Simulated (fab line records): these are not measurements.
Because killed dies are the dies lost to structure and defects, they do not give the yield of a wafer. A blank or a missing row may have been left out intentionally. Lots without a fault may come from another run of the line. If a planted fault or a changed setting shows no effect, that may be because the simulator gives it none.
fab line records    flow gf180mcu
[record] lots = 24  wafers = 72  last_day = 34
route steps=602 shown V3@452 MIM@506 V5@554 PASSIVATION@588
lots that met no fault: from a run of the same line without faults
start_h: hours from the record's opening day to when the first of the lot's shown wafers began    wait_h: hours elapsed since this lot's preceding step    " identical to the entry in the row above    L1.1+2: a row that stands for several wafers    - value missing, or start not given    * or withheld: withheld    < > ~ a bound
route shown NAME@n: names a module that has steps shown in the file, with the first one's number in the route    usual: the fault-free wafers' mean and standard deviation    same: alike in all rows    chamber/n: place in a boat    sites: per-site readings    _std_site: their standard deviation    _edge_site: inner sites' mean taken away from outer sites' mean    radius_mm: how far each site lies from the wafer's centre    mask NAME#n: copy n    behind: tool/chamber where the wafer was last shaped    hold: why the lot went on hold/how many hours it stayed there/how the hold came to an end    device: the n, p or np transistor that did not switch    end of line: at the end of the route, the tests of the same wafers    for a step that has no rows: nothing shown but its recipe    killed: dies that structure and defects cost at the first sort, which is not the same as the wafer's yield    map: dies across one wafer; x = killed, . = not, _ = none there
set.NAME: the setting as run; set.NAME@STEP: as run at that earlier step    model.NAME: the simulator's own value behind a step, which no gauge read
a sample of lots followed through the steps of the route, with each step as a table and each wafer as a row
services: when a tool's chamber went out of use (start_h, in hours from the record's first day, below 0 if earlier), for how many hours, and the reason
[[steps]]
[step GF_V3_CVD_23]
[recipe] material = W  target_thk_nm = 350  time_s = 104.9  temp_c = 400  pressure_torr = 40
[usual] heater_power_w = 870/39
lot.wafer  tool      chamber  start_h  wait_h  heater_power_w
L074.1     cvd_w-02  1        510.40   0.0     907
L074.2     "         0        "        "       804
L074.6     "         1        "        "       891
L075.1     cvd_w-02  1        523.76   0.0     906
L075.2     "         0        "        "       810
L075.3     "         0        "        "       798
L076.2     cvd_w-01  0        533.80   0.0     869
L076.4     "         1        "        "       914
L076.6     "         0        "        "       866
L077.1     cvd_w-02  1        541.36   0.0     903
L077.4     "         1        "        "       897
L077.5     "         1        "        "       899
L078.1     cvd_w-01  0        547.06   0.0     883
L078.3     "         0        "        "       882
L078.4     "         1        "        "       893
L079.3     cvd_w-01  0        560.04   0.1     871
L079.5     "         1        "        "       908
L079.6     "         0        "        "       869
L080.2     cvd_w-02  0        567.45   0.0     813
L080.3     "         0        "        "       805
L080.5     "         1        "        "       891
L081.3     cvd_w-01  1        578.69   0.1     874
L081.4     "         0        "        "       872
L081.6     "         1        "        "       909
L082.1     cvd_w-02  0        584.55   0.0     800
L082.3     "         0        "        "       794
L082.5     "         0        "        "       798
L083.2     cvd_w-01  0        596.56   0.0     866
L083.3     "         1        "        "       911
L083.5     "         0        "        "       874
L084.3     cvd_w-02  0        601.37   0.1     808
L084.5     "         1        "        "       896
L084.6     "         0        "        "       787
L085.1     cvd_w-02  0        606.76   0.0     799
L085.3     "         1        "        "       891
L085.4     "         0        "        "       808
L086.1     cvd_w-02  0        614.43   0.0     793
L086.2     "         1        "        "       898
L086.4     "         0        "        "       812
L087.4     cvd_w-01  0        621.14   0.1     896
L087.5     "         0        "        "       903
L087.6     "         1        "        "       918
L088.2     cvd_w-01  1        626.83   0.0     916
L088.4     "         0        "        "       866
L088.5     "         0        "        "       881
L089.1     cvd_w-02  0        635.86   0.0     800
L089.5     "         1        "        "       890
L089.6     "         0        "        "       814
L090.1     cvd_w-01  1        642.06   0.0     875
L090.3     "         0        "        "       877
L090.4     "         1        "        "       893
L091.1     cvd_w-02  1        650.65   0.0     905
L091.3     "         1        "        "       920
L091.4     "         0        "        "       805
L092.1     cvd_w-01  0        657.35   0.0     882
L092.4     "         0        "        "       899
L092.6     "         1        "        "       862
L093.4     cvd_w-01  1        665.83   0.1     908
L093.5     "         1        "        "       887
L093.6     "         0        "        "       896
L094.1     cvd_w-01  0        672.84   0.0     853
L094.5     "         0        "        "       886
L094.6     "         1        "        "       909
L095.1     cvd_w-01  1        679.30   0.0     883
L095.3     "         1        "        "       923
L095.6     "         1        "        "       910
L096.2     cvd_w-01  0        685.94   0.0     892
L096.5     "         0        "        "       890
L096.6     "         1        "        "       893
L097.1     cvd_w-02  1        686.84   0.0     903
L097.3     "         0        "        "       821
L097.4     "         1        "        "       890
[step GF_MIM_SPUTTER_03]
[recipe] material = Ti  target_thk_nm = 10  substrate_temp_c = 300  chamber_pressure_pa = 0.3  power_w = 3000  time_s = 6.7
[usual] throttle_valve_pct = 29.8/1.4
lot.wafer  tool            chamber  start_h  wait_h  throttle_valve_pct
L074.1     pvd_sputter-03  -        559.80   0.0     29.4
L074.2     "               -        "        "       28.4
L074.6     "               -        "        "       29.2
L075.1     pvd_sputter-04  -        572.76   0.0     27.7
L075.2     "               -        "        "       27.4
L075.3     "               -        "        "       30.4
L076.2     pvd_sputter-03  -        581.91   0.0     30.7
L076.4     "               -        "        "       30.3
L076.6     "               -        "        "       30.4
L077.1     pvd_sputter-04  -        589.15   0.0     27.5
L077.4     "               -        "        "       30.6
L077.5     "               -        "        "       27.7
L078.1     pvd_sputter-03  -        594.06   0.0     28.7
L078.3     "               -        "        "       29.3
L078.4     "               -        "        "       30.4
L079.3     pvd_sputter-04  -        606.45   0.0     27.6
L079.5     "               -        "        "       30.4
L079.6     "               -        "        "       27.8
L080.2     pvd_sputter-04  -        613.01   0.0     27.3
L080.3     "               -        "        "       30.3
L080.5     "               -        "        "       32.5
L081.3     pvd_sputter-03  -        624.38   0.0     30.4
L081.4     "               -        "        "       30.6
L081.6     "               -        "        "       28.8
L082.1     pvd_sputter-04  -        629.86   0.0     32.7
L082.3     "               -        "        "       27.7
L082.5     "               -        "        "       32.9
L083.2     pvd_sputter-02  -        641.29   0.0     30.5
L083.3     "               -        "        "       29.8
L083.5     "               -        "        "       30.6
L084.3     pvd_sputter-03  -        647.21   0.0     28.5
L084.5     "               -        "        "       30.5
L084.6     "               -        "        "       28.9
L085.1     pvd_sputter-02  -        650.75   0.0     29.5
L085.3     "               -        "        "       31.1
L085.4     "               -        "        "       29.2
L086.1     pvd_sputter-04  -        659.53   0.0     27.6
L086.2     "               -        "        "       27.3
L086.4     "               -        "        "       30.4
L087.4     pvd_sputter-02  -        665.16   0.0     29.9
L087.5     "               -        "        "       30.8
L087.6     "               -        "        "       29.7
L088.2     pvd_sputter-03  -        670.79   0.0     30.8
L088.4     "               -        "        "       29.1
L088.5     "               -        "        "       29.1
L089.1     pvd_sputter-04  -        678.23   0.0     27.7
L089.5     "               -        "        "       32.6
L089.6     "               -        "        "       27.7
L090.1     pvd_sputter-03  -        684.80   0.0     30.6
L090.3     "               -        "        "       28.6
L090.4     "               -        "        "       30.5
L091.1     pvd_sputter-02  -        693.47   0.0     29.6
L091.3     "               -        "        "       30.3
L091.4     "               -        "        "       29.3
L092.1     pvd_sputter-02  -        697.86   0.0     29.4
L092.4     "               -        "        "       29.7
L092.6     "               -        "        "       30.6
L093.4     pvd_sputter-03  -        708.37   0.0     30.5
L093.5     "               -        "        "       30.7
L093.6     "               -        "        "       30.3
L094.1     pvd_sputter-02  -        715.80   0.0     30.5
L094.5     "               -        "        "       29.6
L094.6     "               -        "        "       29.7
L095.1     pvd_sputter-02  -        720.40   0.0     29.5
L095.3     "               -        "        "       30.7
L095.6     "               -        "        "       29.5
L097.1     pvd_sputter-04  -        727.64   0.0     27.8
L097.3     "               -        "        "       30.4
L097.4     "               -        "        "       32.8
L096.2     pvd_sputter-02  -        727.86   0.0     30.7
L096.5     "               -        "        "       30.3
L096.6     "               -        "        "       30.7
[step GF_MIM_SPUTTER_07]
[recipe] material = TiN  target_thk_nm = 60  power_w = 6500  time_s = 50  chamber_pressure_pa = 0.4
[usual] throttle_valve_pct = 29.8/1.5
lot.wafer  tool            chamber  start_h  wait_h  throttle_valve_pct
L074.1     pvd_sputter-02  -        559.95   0.1     29.6
L074.2     "               -        "        "       30.4
L074.6     "               -        "        "       29.8
L075.1     pvd_sputter-02  -        572.92   0.1     30.9
L075.2     "               -        "        "       29.5
L075.3     "               -        "        "       29.7
L076.2     pvd_sputter-04  -        582.06   0.0     32.8
L076.4     "               -        "        "       27.5
L076.6     "               -        "        "       32.6
L077.1     pvd_sputter-02  -        589.31   0.1     29.6
L077.4     "               -        "        "       30.5
L077.5     "               -        "        "       29.7
L078.1     pvd_sputter-04  -        594.21   0.1     27.5
L078.3     "               -        "        "       30.4
L078.4     "               -        "        "       27.8
L079.3     pvd_sputter-02  -        606.61   0.0     30.2
L079.5     "               -        "        "       29.8
L079.6     "               -        "        "       30.6
L080.2     pvd_sputter-02  -        613.16   0.0     31.0
L080.3     "               -        "        "       30.5
L080.5     "               -        "        "       30.8
L081.3     pvd_sputter-02  -        624.54   0.0     29.6
L081.4     "               -        "        "       29.7
L081.6     "               -        "        "       30.5
L082.1     pvd_sputter-03  -        630.01   0.1     30.4
L082.3     "               -        "        "       29.3
L082.5     "               -        "        "       29.2
L083.2     pvd_sputter-04  -        641.44   0.0     27.1
L083.3     "               -        "        "       30.3
L083.5     "               -        "        "       27.5
L084.3     pvd_sputter-04  -        647.36   0.0     32.7
L084.5     "               -        "        "       32.6
L084.6     "               -        "        "       27.6
L085.1     pvd_sputter-04  -        650.90   0.1     27.3
L085.3     "               -        "        "       30.5
L085.4     "               -        "        "       27.9
L086.1     pvd_sputter-03  -        659.68   0.1     29.1
L086.2     "               -        "        "       30.6
L086.4     "               -        "        "       30.6
L087.4     pvd_sputter-04  -        665.35   0.0     27.7
L087.5     "               -        "        "       27.8
L087.6     "               -        "        "       32.4
L088.2     pvd_sputter-04  -        670.95   0.0     32.4
L088.4     "               -        "        "       27.5
L088.5     "               -        "        "       32.4
L089.1     pvd_sputter-04  -        678.39   0.1     28.0
L089.5     "               -        "        "       27.9
L089.6     "               -        "        "       32.5
L090.1     pvd_sputter-02  -        684.95   0.1     30.7
L090.3     "               -        "        "       29.6
L090.4     "               -        "        "       29.8
L091.1     pvd_sputter-03  -        693.62   0.1     29.3
L091.3     "               -        "        "       30.5
L091.4     "               -        "        "       30.4
L092.1     pvd_sputter-03  -        698.01   0.1     29.0
L092.4     "               -        "        "       30.6
L092.6     "               -        "        "       30.5
L093.4     pvd_sputter-04  -        708.53   0.0     27.6
L093.5     "               -        "        "       32.5
L093.6     "               -        "        "       27.5
L094.1     pvd_sputter-03  -        715.96   0.1     30.6
L094.5     "               -        "        "       30.3
L094.6     "               -        "        "       28.7
L095.1     pvd_sputter-03  -        720.55   0.1     28.7
L095.3     "               -        "        "       29.3
L095.6     "               -        "        "       30.4
L097.1     pvd_sputter-03  -        727.80   0.1     29.1
L097.3     "               -        "        "       30.5
L097.4     "               -        "        "       29.0
L096.2     pvd_sputter-04  -        728.01   0.0     27.5
L096.5     "               -        "        "       32.5
L096.6     "               -        "        "       27.6
[step GF_V5_CD_MEAS_14]
[recipe] target_cd_nm = 260
[usual] cd_nm = 260.3/1.4
lot.wafer  tool       chamber  start_h  wait_h  cd_nm
L074.1     cd_sem-02  -        624.83   0.1     258.4
L074.2     "          -        "        "       260.0
L074.6     "          -        "        "       258.4
L075.1     cd_sem-01  -        636.84   0.1     259.8
L075.2     "          -        "        "       260.7
L075.3     "          -        "        "       259.3
L076.2     cd_sem-01  -        645.91   0.1     260.4
L076.4     "          -        "        "       260.8
L076.6     "          -        "        "       261.4
L077.1     cd_sem-02  -        652.04   0.1     260.7
L077.4     "          -        "        "       262.6
L077.5     "          -        "        "       262.1
L078.1     cd_sem-02  -        656.73   0.1     261.5
L078.3     "          -        "        "       262.2
L078.4     "          -        "        "       261.2
L079.3     cd_sem-01  -        667.68   0.1     260.9
L079.5     "          -        "        "       261.8
L079.6     "          -        "        "       262.5
L080.2     cd_sem-01  -        675.20   0.1     260.0
L080.3     "          -        "        "       259.0
L080.5     "          -        "        "       260.5
L081.3     cd_sem-01  -        685.47   0.1     260.8
L081.4     "          -        "        "       262.9
L081.6     "          -        "        "       261.5
L082.1     cd_sem-01  -        689.58   0.1     260.8
L082.3     "          -        "        "       259.8
L082.5     "          -        "        "       259.9
L083.2     cd_sem-01  -        700.60   0.1     258.9
L083.3     "          -        "        "       257.4
L083.5     "          -        "        "       258.1
L084.3     cd_sem-01  -        706.32   0.1     260.4
L084.5     "          -        "        "       260.1
L084.6     "          -        "        "       261.1
L085.1     cd_sem-02  -        708.88   0.1     258.5
L085.3     "          -        "        "       259.9
L085.4     "          -        "        "       260.0
L086.1     cd_sem-02  -        716.73   0.1     259.2
L086.2     "          -        "        "       259.3
L086.4     "          -        "        "       259.4
L087.4     cd_sem-01  -        722.95   0.1     259.4
L087.5     "          -        "        "       261.2
L087.6     "          -        "        "       259.6
L088.2     cd_sem-02  -        727.20   0.1     261.8
L088.4     "          -        "        "       260.8
L088.5     "          -        "        "       260.4
L089.1     cd_sem-02  -        733.59   0.1     261.7
L089.5     "          -        "        "       261.7
L089.6     "          -        "        "       260.3
L090.1     cd_sem-02  -        741.25   0.2     259.1
L090.3     "          -        "        "       259.9
L090.4     "          -        "        "       260.0
L091.1     cd_sem-02  -        748.29   0.3     261.7
L091.3     "          -        "        "       262.0
L091.4     "          -        "        "       261.8
L092.1     cd_sem-02  -        752.13   0.1     258.0
L092.4     "          -        "        "       258.7
L092.6     "          -        "        "       259.5
L093.4     cd_sem-02  -        761.51   0.2     257.2
L093.5     "          -        "        "       257.0
L093.6     "          -        "        "       257.7
L094.1     cd_sem-02  -        767.98   0.1     261.2
L094.5     "          -        "        "       260.3
L094.6     "          -        "        "       260.4
L095.1     cd_sem-02  -        773.18   0.1     261.9
L095.3     "          -        "        "       261.7
L095.6     "          -        "        "       261.0
L097.1     cd_sem-02  -        778.83   0.1     261.0
L097.3     "          -        "        "       261.6
L097.4     "          -        "        "       261.3
L096.2     cd_sem-02  -        779.51   0.1     260.2
L096.5     "          -        "        "       260.7
L096.6     "          -        "        "       262.9
[step GF_V5_SPUTTER_22]
[recipe] material = TiN  target_thk_nm = 10  chamber_pressure_pa = 5  power_w = 4000  time_s = 40
[usual] throttle_valve_pct = 29.9/1.4
lot.wafer  tool            chamber  start_h  wait_h  throttle_valve_pct
L074.1     pvd_sputter-01  -        625.73   0.0     29.9
L074.2     "               -        "        "       29.1
L074.6     "               -        "        "       30.1
L075.1     pvd_sputter-01  -        637.74   0.0     30.3
L075.2     "               -        "        "       29.2
L075.3     "               -        "        "       31.4
L076.2     pvd_sputter-04  -        646.84   0.0     30.3
L076.4     "               -        "        "       27.7
L076.6     "               -        "        "       27.5
L077.1     pvd_sputter-04  -        652.94   0.0     32.7
L077.4     "               -        "        "       27.7
L077.5     "               -        "        "       30.3
L078.1     pvd_sputter-04  -        657.63   0.0     30.1
L078.3     "               -        "        "       27.4
L078.4     "               -        "        "       32.8
L079.3     pvd_sputter-01  -        668.63   0.0     31.3
L079.5     "               -        "        "       30.1
L079.6     "               -        "        "       31.4
L080.2     pvd_sputter-04  -        676.09   0.0     32.6
L080.3     "               -        "        "       27.3
L080.5     "               -        "        "       28.0
L081.3     pvd_sputter-01  -        686.37   0.0     29.8
L081.4     "               -        "        "       29.1
L081.6     "               -        "        "       31.5
L082.1     pvd_sputter-01  -        690.52   0.0     30.1
L082.3     "               -        "        "       31.6
L082.5     "               -        "        "       30.2
L083.2     pvd_sputter-01  -        701.57   0.0     29.2
L083.3     "               -        "        "       31.5
L083.5     "               -        "        "       29.8
L084.3     pvd_sputter-01  -        707.28   0.0     30.1
L084.5     "               -        "        "       29.1
L084.6     "               -        "        "       31.2
L085.1     pvd_sputter-03  -        709.78   0.0     30.5
L085.3     "               -        "        "       29.4
L085.4     "               -        "        "       30.5
L086.1     pvd_sputter-04  -        717.97   0.0     32.6
L086.2     "               -        "        "       30.2
L086.4     "               -        "        "       27.6
L087.4     pvd_sputter-03  -        724.22   0.0     28.9
L087.5     "               -        "        "       30.5
L087.6     "               -        "        "       28.9
L088.2     pvd_sputter-01  -        728.08   0.0     30.0
L088.4     "               -        "        "       31.3
L088.5     "               -        "        "       30.4
L089.1     pvd_sputter-04  -        734.49   0.0     28.0
L089.5     "               -        "        "       32.6
L089.6     "               -        "        "       27.7
L090.1     pvd_sputter-03  -        742.49   0.0     30.5
L090.3     "               -        "        "       28.7
L090.4     "               -        "        "       30.4
L091.1     pvd_sputter-04  -        749.19   0.0     32.7
L091.3     "               -        "        "       27.4
L091.4     "               -        "        "       30.2
L092.1     pvd_sputter-04  -        753.03   0.0     30.0
L092.4     "               -        "        "       27.8
L092.6     "               -        "        "       30.4
L093.4     pvd_sputter-03  -        762.35   0.0     30.6
L093.5     "               -        "        "       30.1
L093.6     "               -        "        "       30.7
L094.1     pvd_sputter-03  -        768.89   0.0     30.7
L094.5     "               -        "        "       30.7
L094.6     "               -        "        "       29.3
L095.1     pvd_sputter-01  -        774.08   0.0     29.2
L095.3     "               -        "        "       29.6
L095.6     "               -        "        "       29.3
L097.1     pvd_sputter-01  -        779.73   0.0     29.5
L097.3     "               -        "        "       31.5
L097.4     "               -        "        "       29.3
L096.2     pvd_sputter-03  -        780.39   0.0     28.9
L096.5     "               -        "        "       29.4
L096.6     "               -        "        "       28.9
[step GF_PASSIVATION_THK_MEAS_01]
[recipe] reads = SiO2_of_PASSIVATION_CVD_00
[usual] PASSIVATION_CVD_00_THK = 994/12
lot.wafer  tool           chamber  start_h  wait_h  PASSIVATION_CVD_00_THK[nm]
L074.1     film_metro-04  -        647.34   0.0     992
L074.2     "              -        "        "       994
L074.6     "              -        "        "       1018
L075.1     film_metro-04  -        659.28   0.0     979
L075.2     "              -        "        "       985
L075.3     "              -        "        "       984
L076.2     film_metro-04  -        667.84   0.1     990
L076.4     "              -        "        "       1007
L076.6     "              -        "        "       1015
L077.1     film_metro-03  -        673.33   0.0     993
L077.4     "              -        "        "       1008
L077.5     "              -        "        "       1009
L078.1     film_metro-01  -        678.39   0.0     992
L078.3     "              -        "        "       986
L078.4     "              -        "        "       998
L079.3     film_metro-01  -        688.80   0.1     989
L079.5     "              -        "        "       999
L079.6     "              -        "        "       1010
L080.2     film_metro-01  -        696.00   0.0     986
L080.3     "              -        "        "       978
L080.5     "              -        "        "       991
L081.3     film_metro-04  -        706.99   0.1     985
L081.4     "              -        "        "       994
L081.6     "              -        "        "       996
L082.1     film_metro-01  -        712.71   0.0     985
L082.3     "              -        "        "       984
L082.5     "              -        "        "       1002
L083.2     film_metro-03  -        721.38   0.0     993
L083.3     "              -        "        "       984
L083.5     "              -        "        "       1001
L084.3     film_metro-04  -        727.69   0.1     977
L084.5     "              -        "        "       998
L084.6     "              -        "        "       998
L085.1     film_metro-01  -        729.24   0.0     988
L085.3     "              -        "        "       999
L085.4     "              -        "        "       1000
L086.1     film_metro-01  -        736.88   0.0     979
L086.2     "              -        "        "       982
L086.4     "              -        "        "       1001
L087.4     film_metro-04  -        743.73   0.0     1003
L087.5     "              -        "        "       1005
L087.6     "              -        "        "       1001
L088.2     film_metro-04  -        747.15   0.0     982
L088.4     "              -        "        "       996
L088.5     "              -        "        "       990
L089.1     film_metro-01  -        753.43   0.0     970
L089.5     "              -        "        "       986
L089.6     "              -        "        "       987
L090.1     film_metro-03  -        760.74   0.0     998
L090.3     "              -        "        "       1002
L090.4     "              -        "        "       1009
L091.1     film_metro-01  -        767.53   0.0     997
L091.3     "              -        "        "       1006
L091.4     "              -        "        "       1012
L092.1     film_metro-01  -        770.69   0.0     984
L092.4     "              -        "        "       998
L092.6     "              -        "        "       997
L093.4     film_metro-03  -        780.05   0.0     980
L093.5     "              -        "        "       987
L093.6     "              -        "        "       976
L094.1     film_metro-03  -        786.66   0.0     976
L094.5     "              -        "        "       979
L094.6     "              -        "        "       991
L095.1     film_metro-04  -        790.84   0.1     987
L095.3     "              -        "        "       1001
L095.6     "              -        "        "       992
L097.1     film_metro-03  -        796.91   0.1     985
L097.3     "              -        "        "       1006
L097.4     "              -        "        "       1001
L096.2     film_metro-04  -        797.20   0.0     978
L096.5     "              -        "        "       991
L096.6     "              -        "        "       1008
[[services]]
tool            chamber  start_h  hours  kind
cvd_w-01        -        490.58   0.6    repair
pvd_sputter-03  -        509.71   2.5    repair
cvd_w-02        -        528.86   2.1    repair
pvd_sputter-01  -        533.63   1.5    repair
pvd_sputter-02  -        535.81   6.8    repair
pvd_sputter-01  -        551.98   7.7    repair
pvd_sputter-02  -        560.63   5.4    repair
cvd_w-01        -        562.26   0.5    repair
pvd_sputter-01  -        570.48   26.4   repair
cvd_w-02        1        571.36   2.0    repair
pvd_sputter-03  -        587.65   2.4    repair
cvd_w-02        -        617.67   0.9    repair
cvd_w-02        -        635.97   3.8    pm
pvd_sputter-01  -        642.42   2.9    repair
pvd_sputter-03  -        664.54   1.5    repair
pvd_sputter-02  -        671.76   7.6    repair
pvd_sputter-03  -        676.32   7.0    repair
pvd_sputter-01  -        692.94   1.2    repair
cvd_w-02        -        696.89   4.2    repair
pvd_sputter-02  -        728.24   0.8    repair
cvd_w-01        -        736.42   1.5    repair
cvd_w-01        0        747.01   2.8    repair
pvd_sputter-04  -        755.28   8.2    repair
pvd_sputter-04  -        771.03   10.9   repair
[[key]]
fault none
